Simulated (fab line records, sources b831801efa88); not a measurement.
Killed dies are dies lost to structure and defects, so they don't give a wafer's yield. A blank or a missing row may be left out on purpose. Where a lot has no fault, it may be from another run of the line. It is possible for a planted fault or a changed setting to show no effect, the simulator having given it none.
The tool behind it: which one? | flow sky130 | 14 lots with 42 wafers sampled at 3 steps, on a route of 708 steps

## WHAT THE GAUGES READ, wafer by wafer
SKY_POLY_GATE_CD_MEAS_22. Usual: cd-nm reads 151 nm (standard deviation 3.1).
lot  | measured     | on        | cd-nm (nm)  | flag
L305 | day 16 17:38 | cd-sem-02 | 146 149 152 |
L307 | day 17 11:56 | cd-sem-02 | 150 150 153 |
L308 | day 17 21:29 | cd-sem-02 | 150 147 147 |
L309 | day 18 14:17 | cd-sem-01 | 153 150 147 |
L311 | day 20 04:30 | cd-sem-01 | 152 150 149 |
L313 | day 20 08:18 | cd-sem-02 | 149 151 149 |
L314 | day 20 09:58 | cd-sem-02 | 149 153 152 |
L315 | day 20 18:32 | cd-sem-01 | 158 151 151 |
L316 | day 21 02:41 | cd-sem-02 | 145 147 148 |
L320 | day 22 03:13 | cd-sem-01 | 150 152 151 |
L321 | day 22 16:02 | cd-sem-02 | 153 157 154 |
L324 | day 23 19:23 | cd-sem-02 | 153 149 152 |
L326 | day 24 03:52 | cd-sem-02 | 152 155 149 |
L327 | day 24 17:19 | cd-sem-02 | 154 144 155 |

SKY_LDD_HVP_OVL_MEAS_07. Usual: LDD_HVP_OVL 1.0 nm, standard deviation 1.2.
lot  | measured     | on         | LDD_HVP_OVL (nm) | flag
L305 | day 21 19:02 | overlay-01 | 2.1 0.9 2.6      |
L307 | day 22 15:32 | overlay-01 | -1.1 2.5 0.9     |
L308 | day 23 00:17 | overlay-01 | 0.3 -0.8 -0.2    |
L309 | day 23 16:23 | overlay-02 | 3.0 -0.1 0.9     |
L311 | day 25 10:35 | overlay-01 | 3.0 3.6 0.7      |
L313 | day 25 11:17 | overlay-02 | -0.1 1.8 1.4     |
L314 | day 25 11:47 | overlay-02 | 0.5 2.7 1.5      |
L315 | day 25 20:17 | overlay-01 | 1.8 0.2 2.3      |
L316 | day 26 03:38 | overlay-02 | 2.1 2.2 0.9      |
L320 | day 27 01:41 | overlay-02 | 2.4 0.6 1.9      |
L321 | day 27 14:20 | overlay-02 | 2.5 1.6 1.7      |
L324 | day 28 16:05 | overlay-02 | 0.6 -0.2 0.8     |
L326 | day 28 23:59 | overlay-02 | 1.0 2.5 1.2      |
L327 | day 29 13:26 | overlay-02 | 1.1 0.0 1.1      |

## TOOL THAT RAN EACH LOT (tool first, then ch and the chambers of the sampled wafers, then the start)
lot  | SKY_LDD_HVP_DEVELOP_06
L305 | litho-track-03 ch 0, day 21 18:53
L307 | litho-track-02 ch 0, day 22 15:26
L308 | litho-track-04 ch 0, day 23 00:08
L309 | litho-track-02 ch 0, day 23 16:14
L311 | litho-track-03 ch 0, day 25 10:26
L313 | litho-track-02 ch 0, day 25 11:10
L314 | litho-track-03 ch 0, day 25 11:41
L315 | litho-track-04 ch 0, day 25 20:08
L316 | litho-track-04 ch 0, day 26 03:29
L320 | litho-track-04 ch 0, day 27 01:34
L321 | litho-track-04 ch 0, day 27 14:11
L324 | litho-track-03 ch 0, day 28 15:56
L326 | litho-track-02 ch 0, day 28 23:52
L327 | litho-track-03 ch 0, day 29 13:19
- SKY_LDD_HVP_DEVELOP_06: develop time 60 s.

## WHAT THE TOOLS THEMSELVES READ (means of the sampled wafers that have a number; where no wafer has one, the mark that the record gives instead)
SKY_LDD_HVP_DEVELOP_06. Usual: developer-temp-C reads 23.00 C (standard deviation 0.11).
lot  | tool           | developer-temp-C (C) | flag
L305 | litho-track-03 | 22.91                |
L307 | litho-track-02 | 23.03                |
L308 | litho-track-04 | 22.99                |
L309 | litho-track-02 | 23.09                |
L311 | litho-track-03 | 23.19                |
L313 | litho-track-02 | 22.92                |
L314 | litho-track-03 | 22.95                |
L315 | litho-track-04 | 22.99                |
L316 | litho-track-04 | 22.98                |
L320 | litho-track-04 | 23.89                | OFF
L321 | litho-track-04 | 23.91                | OFF
L324 | litho-track-03 | 23.23                |
L326 | litho-track-02 | 23.00                |
L327 | litho-track-03 | 22.96                |

## THE ANSWER, worked out from the rows above alone
Rule: a lot counts as off when the mean over its wafers that have a number is more than 3 standard deviations away from the usual mean. Also off: a lot with no number at a reading for which 4 or more lots have one. Where the step has rows for the other lots, those lots are counted as sound. After the gauges, taken in route order, come the tools' own readings; for these a lot's mean is taken, as printed above. The first step at which some lot is off is used, and at that step the reading that is off furthest; a lot without a number counts as furthest.
Off, at SKY_LDD_HVP_DEVELOP_06 on developer-temp-C: L320, L321.
A tool fits if, at that step or a process step before it, it ran every lot that is off, and no sound lot after the first of them. One fits: litho-track-04 at SKY_LDD_HVP_DEVELOP_06. A fault onset in the window from L316 (day 26 03:29, its last sound lot) to L320 (day 27 01:34, its first lot off) fits.
On the lots that are off, the tool's own readings at SKY_LDD_HVP_DEVELOP_06 differ by more than 5 times the standard deviation of the sound lots' means, which bears it out; developer-temp-C reads 23.90 C there versus 23.02 C on the sound lots.

## WHAT WAS PUT IN BY THE SIMULATOR
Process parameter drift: litho-track-04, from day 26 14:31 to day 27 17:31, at SKY_LDD_HVP_DEVELOP_06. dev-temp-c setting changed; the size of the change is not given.
Struck lots among those shown: L320, L321. This agrees with what the rule above found.
